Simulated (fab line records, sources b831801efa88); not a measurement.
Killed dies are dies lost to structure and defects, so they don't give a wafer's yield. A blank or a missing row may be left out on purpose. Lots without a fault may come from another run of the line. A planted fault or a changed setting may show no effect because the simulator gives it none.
Which tool did it? | flow gf180mcu | 12 lots, 36 wafers sampled, at 4 steps of a route of 602

WHAT THE GAUGES READ, wafer by wafer
GF_MVPSD_TW_MEAS_11. Usual: MVPSD_TW 550, standard deviation 12.
lot  | measured     | on            | MVPSD_TW    | flag
L306 | day 5 10:58  | film_metro-04 | 567 562 564 |
L307 | day 5 18:02  | film_metro-01 | 537 537 537 |
L309 | day 6 04:19  | film_metro-02 | 556 556 557 |
L311 | day 6 12:59  | film_metro-04 | 564 565 562 |
L312 | day 6 18:20  | film_metro-04 | 564 567 562 |
L314 | day 7 13:56  | film_metro-01 | 534 538 536 |
L318 | day 8 10:23  | film_metro-01 | 534 535 538 |
L319 | day 8 15:14  | film_metro-01 | 535 538 537 |
L320 | day 8 17:28  | film_metro-02 | 555 560 560 |
L323 | day 9 10:55  | film_metro-01 | 538 535 536 |
L324 | day 9 18:32  | film_metro-02 | 556 550 550 |
L327 | day 10 12:23 | film_metro-01 | 538 539 539 |

GF_VT_IMPLANT_TW_MEAS_32. Usual: VT_IMPLANT_3_TW 270.9, standard deviation 2.3.
lot  | measured     | on            | VT_IMPLANT_3_TW                     | flag
L306 | day 7 08:31  | film_metro-04 | 274.2 272.7 274.2                   |
L307 | day 7 16:25  | film_metro-04 | 271.6 274.1 273.7                   |
L309 | day 8 02:34  | film_metro-02 | 268.4 271.5 270.4                   |
L311 | day 8 12:39  | film_metro-04 | 273.7 273.3 275.8                   |
L312 | day 8 18:13  | film_metro-02 | 271.1 271.3 270.2                   |
L314 | day 9 15:40  | film_metro-02 | 268.6 268.5 266.9                   |
L318 | day 10 14:39 | film_metro-02 | 268.8 268.9 269.1                   |
L319 | day 10 20:19 | film_metro-02 | 271.3 270.7 271.3                   |
L320 | day 10 22:20 | film_metro-02 | 269.0 270.0 270.6                   |
L323 | day 11 18:16 | film_metro-02 | 270.6 270.8 271.0                   |
L324 | day 12 02:32 | film_metro-03 | 252.1 254.4 254.4 252.8 253.3 252.9 | OFF
L327 | day 12 23:16 | film_metro-03 | 252.3 253.5 254.3 253.5 254.0 253.7 | OFF

WHICH TOOL RAN EACH LOT (tool, then ch and the chambers of the sampled wafers, then the start)
lot  | GF_STI_CMP_25                | GF_VT_IMPLANT_IMPLANT_30
L306 | cmp-01 ch 0,1,3, day 2 10:35 | implanter-04 ch 0, day 7 08:16
L307 | cmp-02 ch 1,2,3, day 2 18:51 | implanter-01 ch 0, day 7 16:11
L309 | cmp-02 ch 1,2,3, day 3 02:58 | implanter-04 ch 0, day 8 02:19
L311 | cmp-02 ch 0,1,2, day 3 12:10 | implanter-04 ch 0, day 8 12:24
L312 | cmp-01 ch 0,1,3, day 3 16:08 | implanter-02 ch 0, day 8 17:59
L314 | cmp-01 ch 0,1,3, day 4 08:17 | implanter-02 ch 0, day 9 15:25
L318 | cmp-01 ch 0,3, day 5 03:52   | implanter-01 ch 0, day 10 14:24
L319 | cmp-01 ch 0,1, day 5 06:50   | implanter-01 ch 0, day 10 20:06
L320 | cmp-01 ch 0,1, day 5 09:02   | implanter-01 ch 0, day 10 22:05
L323 | cmp-01 ch 0,1,2, day 5 23:35 | implanter-01 ch 0, day 11 18:01
L324 | cmp-02 ch 2,3, day 6 05:18   | implanter-04 ch 0, day 12 02:17
L327 | cmp-02 ch 0,1,3, day 6 21:29 | implanter-04 ch 0, day 12 23:01
- GF_STI_CMP_25: polishes, stops on Si3N4, t overpolish 33 s, target thk 524.6 nm.
- GF_VT_IMPLANT_IMPLANT_30

WHAT THE TOOLS THEMSELVES READ (means of the sampled wafers that have a number; where no wafer has one, the mark that the record gives instead)
GF_STI_CMP_25. Usual: motor_current_A 11.5 A, standard deviation 0.67; overpolish_run_s 33.001 s, standard deviation 0.0095; time_to_endpoint_s 124 s, standard deviation 4.2.
lot  | tool   | motor_current_A (A) | overpolish_run_s (s) | time_to_endpoint_s (s) | flag
L306 | cmp-01 | 11.0                | 33.006               | 130                    |
L307 | cmp-02 | 11.5                | 32.999               | 122                    |
L309 | cmp-02 | 11.5                | 32.995               | 124                    |
L311 | cmp-02 | 11.5                | 33.009               | 124                    |
L312 | cmp-01 | 11.1                | 33.006               | 132                    |
L314 | cmp-01 | 11.1                | 33.007               | 124                    |
L318 | cmp-01 | 11.0                | 33.007               | 120                    |
L319 | cmp-01 | 11.6                | 32.997               | 118                    |
L320 | cmp-01 | 11.3                | 32.996               | 122                    |
L323 | cmp-01 | 11.1                | 33.005               | 117                    |
L324 | cmp-02 | 11.6                | 33.010               | 126                    |
L327 | cmp-02 | 11.8                | 33.001               | 124                    |

GF_VT_IMPLANT_IMPLANT_30. Usual: dose_ions_cm2 2.534e+12, standard deviation 2.7e+09; faraday_current_uA 14.27, standard deviation 0.27.
lot  | tool         | dose_ions_cm2 | faraday_current_uA | flag
L306 | implanter-04 | 2.533e+12     | 14.11              |
L307 | implanter-01 | 2.530e+12     | 14.20              |
L309 | implanter-04 | 2.537e+12     | 14.19              |
L311 | implanter-04 | 2.537e+12     | 14.31              |
L312 | implanter-02 | 2.537e+12     | 14.37              |
L314 | implanter-02 | 2.532e+12     | 14.42              |
L318 | implanter-01 | 2.536e+12     | 14.10              |
L319 | implanter-01 | 2.534e+12     | 14.39              |
L320 | implanter-01 | 2.537e+12     | 14.22              |
L323 | implanter-01 | 2.535e+12     | 14.30              |
L324 | implanter-04 | 2.024e+12     | 11.34              | OFF
L327 | implanter-04 | 2.020e+12     | 11.25              | OFF

THE ANSWER, worked out from the rows above alone
Rule: a lot is off if the mean of its wafers that have a number lies more than 3 standard deviations from the usual mean. A lot without any number at a reading at which 4 lots or more have one is off too. The other lots that the step has rows for count as sound. The gauges are gone through in route order, then the tools' own readings, and for those a lot's mean is taken as printed above. The first step at which some lot is off is used, and at that step the reading that is off furthest; a lot without a number counts as furthest.
Off: L324, L327, at GF_VT_IMPLANT_TW_MEAS_32 (VT_IMPLANT_3_TW).
A tool fits if, at a process step before that reading, it ran every lot that is off, and no sound lot after the first of them. The gauges at GF_VT_IMPLANT_TW_MEAS_32 aren't tried: what is off there is off at GF_VT_IMPLANT_IMPLANT_30 too, on other tools, and a gauge's error can't cause that. Can't be told from this: 2 tools fit, cmp-02 at GF_STI_CMP_25, implanter-04 at GF_VT_IMPLANT_IMPLANT_30.

WHAT THE SIMULATOR HAD PUT IN
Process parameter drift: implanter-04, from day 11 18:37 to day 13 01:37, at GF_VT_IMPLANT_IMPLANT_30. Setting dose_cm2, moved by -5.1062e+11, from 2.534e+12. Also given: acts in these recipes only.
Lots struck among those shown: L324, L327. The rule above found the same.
